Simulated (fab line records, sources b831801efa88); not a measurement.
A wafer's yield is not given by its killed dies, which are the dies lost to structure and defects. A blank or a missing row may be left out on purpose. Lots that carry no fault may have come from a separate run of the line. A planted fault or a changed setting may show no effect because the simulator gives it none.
A lot that was struck, set against a sound lot :: flow gf180mcu :: 15 out of 602 route steps
Sound: the wafers L765.1, L765.3, L765.6. Struck: wafer L771.3 (left out: L771.1, L771.6 of the same lot, which were not struck); the cause appears at the end.
Per side, at each step with rows, come the tool, then ch with its chambers, and then its first start. Under that, the readings that differ: sound wafers :: struck wafers :: difference of the means :: sigmas: that difference in standard deviations of wafers without a fault.
alike: a reading whose means differ by less than 2 such deviations, as well as words and numbers matching on both sides. not compared: withheld readings; readings where some wafer has no value; bounds like >300 that might hide an equal value; numbers whose values overlap and for which the record gives no deviation.
A row with sigmas, a row that says differs or no value, or rows on one side alone: a step with any of these is where the two part. Non-overlapping numbers with no deviation appear without sigmas and do not part them. Lack of a reading on every wafer of one side parts them only where that side has two or more wafers.

GF_V3_CD_MEAS_14: target cd 260 nm.
  sound: cd sem-01 at day 22 16:58; struck: cd sem-01 at day 25 02:16
  alike: cd nm
GF_V3_OVL_MEAS_15:
  sound: overlay-01 at day 22 17:05; struck: overlay-01 at day 25 02:23
  alike: V3_OVL
then, 1 step without rows for these wafers: GF_V3_ETCH_16 (etches BARC in N2/H2).
GF_V3_ETCH_17: etches SiO2 in C4F8/O2/Ar, stops on TiN, target depth 635 nm.
  sound: rie diel-03 ch 0,2,3; struck: rie diel-01 ch 3
  alike: chamber pressure mTorr, oes product au
GF_V3_STRIP_18: strips in O2/N2.
  sound on plasma asher-03 ch 0,1, day 22 17:16; struck on plasma asher-01 ch 1, day 25 02:34
  alike: chamber pressure mTorr, drypump motor current A, heater power w, o2 flow sccm, oes product au
  not compared: rf hours counter h
then, 2 steps without rows for these wafers: GF_V3_STRIP_19 (strips in post etch residue remover, time 1200 s); GF_V3_CLEAN_20 (cleans in DIW).
GF_V3_SPUTTER_21: material Ti, target thk 15 nm, time 80.02 s.
  sound: pvd sputter-03 at day 22 17:47; struck: pvd sputter-04 at day 25 03:05
reading: throttle valve pct (%)
sound: 29.9 32.8 32.6
struck: 29.0
difference: -2.8
sigmas: -2
GF_V3_SPUTTER_22: material TiN, target thk 10 nm, time 40 s.
  sound: pvd sputter-03 at day 22 17:51; struck: pvd sputter-04 at day 25 03:09
reading: throttle valve pct (%)
sound: 30.0 32.6 32.5
struck: 28.9
difference: -2.8
sigmas: -2
GF_V3_CVD_23: deposits W, target thk 350 nm, time 104.9 s.
  sound on cvd w-01 ch 0,1, day 22 17:53; struck on cvd w-02 ch 0, day 25 03:11
reading: heater power w (W)
sound: 904 929 926
struck: 758
difference: -162
sigmas: -2
GF_V3_RS_MEAS_24: a four-point-probe measurement.
  sound: film metro-01 at day 22 18:07; struck: film metro-01 at day 25 03:18
  alike: V3_W_RS
GF_V3_THK_MEAS_25: measures by xrf.
  sound: film metro-01 at day 22 18:14; struck: film metro-01 at day 25 03:25
  alike: V3_W_THK
GF_V3_CMP_26: polishes, stops on SiO2, t overpolish 15 s, target thk 0 nm.
  sound on cmp-01 ch 0,2, day 22 18:20; struck on cmp-02 ch 2, day 25 03:29
reading: overpolish run s (s)
sound: 14.992 14.994 14.988
struck: 15.014
difference: +0.023
sigmas: +2

reading: time to endpoint s (s)
sound: 85 87 82
struck: 46
difference: -39
sigmas: -9
  alike: motor current A
then, 1 step without rows for these wafers: GF_M4_SPUTTER_00 (material Ti, target thk 37.5 nm, time 150 s).
GF_PASSIVATION_PROBE_99:
  the record holds rows for the sound wafers here (prober-01, day 29 08:52) but none for the struck ones

## WHERE THEY PART
At GF_V3_SPUTTER_21 first; at GF_PASSIVATION_PROBE_99 last (within this record only).

WHY: whatever the simulator had introduced
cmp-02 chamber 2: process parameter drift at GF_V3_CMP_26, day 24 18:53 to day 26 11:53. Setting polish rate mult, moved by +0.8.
